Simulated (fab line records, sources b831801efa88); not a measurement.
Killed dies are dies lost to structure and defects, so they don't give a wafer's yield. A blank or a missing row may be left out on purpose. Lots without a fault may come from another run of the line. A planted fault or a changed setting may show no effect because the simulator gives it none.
One fault seen from 2 desks | flow sky130 | each desk has only its own numbers; what lay behind them comes last

THE METROLOGY DESK
What the gauges read, lot by lot, whatever tool the lot ran on: means of the sampled wafers that have a number. A lot is out of limits, marked OUT, if its mean lies more than 4 standard deviations from the usual mean; the brackets give that distance.
Columns: A = cd_nm at SKY_METAL1_CD_MEAS_15, usual 139.8 nm
lot  | first seen here | A
L220 | day 33 01:35    | 139.8
L222 | day 33 14:04    | 141.7
L223 | day 33 19:58    | 141.7
L224 | day 35 00:53    | 140.3
L225 | day 35 02:56    | 140.9
L227 | day 35 03:34    | 140.2
L226 | day 35 05:28    | 139.9
L228 | day 35 10:54    | 138.9
L233 | day 37 05:46    | 139.9
L234 | day 37 09:47    | 141.2
L237 | day 38 00:28    | 137.4
L239 | day 39 05:26    | 138.4
L242 | day 39 14:25    | 137.9
L243 | day 39 21:37    | 140.5
This desk's finding: nothing out of limits on any of the 14 lots.

THE TOOL OWNER'S DESK: rie_metal-03
The tool's own readings at SKY_METAL1_METAL_ETCH_19 (etches the open film in Cl2/BCl3, stops on SiO2, target depth 360 nm, time 78 s): means of the sampled wafers that have a number, for each lot that ran on this tool. A lot is out of limits, marked OUT, if its mean lies more than 4 standard deviations from the usual mean; the brackets give that distance.
Columns: A = drypump_motor_current_A at SKY_METAL1_METAL_ETCH_19, usual 5.6 A; B = mfc_cl2_sccm at SKY_METAL1_METAL_ETCH_19, usual 60.03 sccm; C = oes_product_au at SKY_METAL1_METAL_ETCH_19, usual 0.857 a.u.; D = throttle_valve_pct at SKY_METAL1_METAL_ETCH_19, usual 22.264 %
lot  | first seen here | A   | B     | C     | D
L220 | day 33 01:50    | 5.3 | 59.99 | 0.859 | 22.270
L224 | day 35 01:07    | 5.3 | 59.92 | 0.854 | 22.268
L227 | day 35 03:56    | 5.1 | 59.98 | 0.856 | 22.259
L233 | day 37 06:01    | 5.3 | 59.82 | 0.858 | 22.266
L234 | day 37 10:01    | 5.6 | 59.95 | 0.857 | 22.272
This desk's finding: nothing out of limits on any of the 5 lots.

PUT TOGETHER
The metrology desk saw nothing out of limits.
The tool owner's desk saw nothing out of limits.

WHAT THE SIMULATOR HAD PUT IN
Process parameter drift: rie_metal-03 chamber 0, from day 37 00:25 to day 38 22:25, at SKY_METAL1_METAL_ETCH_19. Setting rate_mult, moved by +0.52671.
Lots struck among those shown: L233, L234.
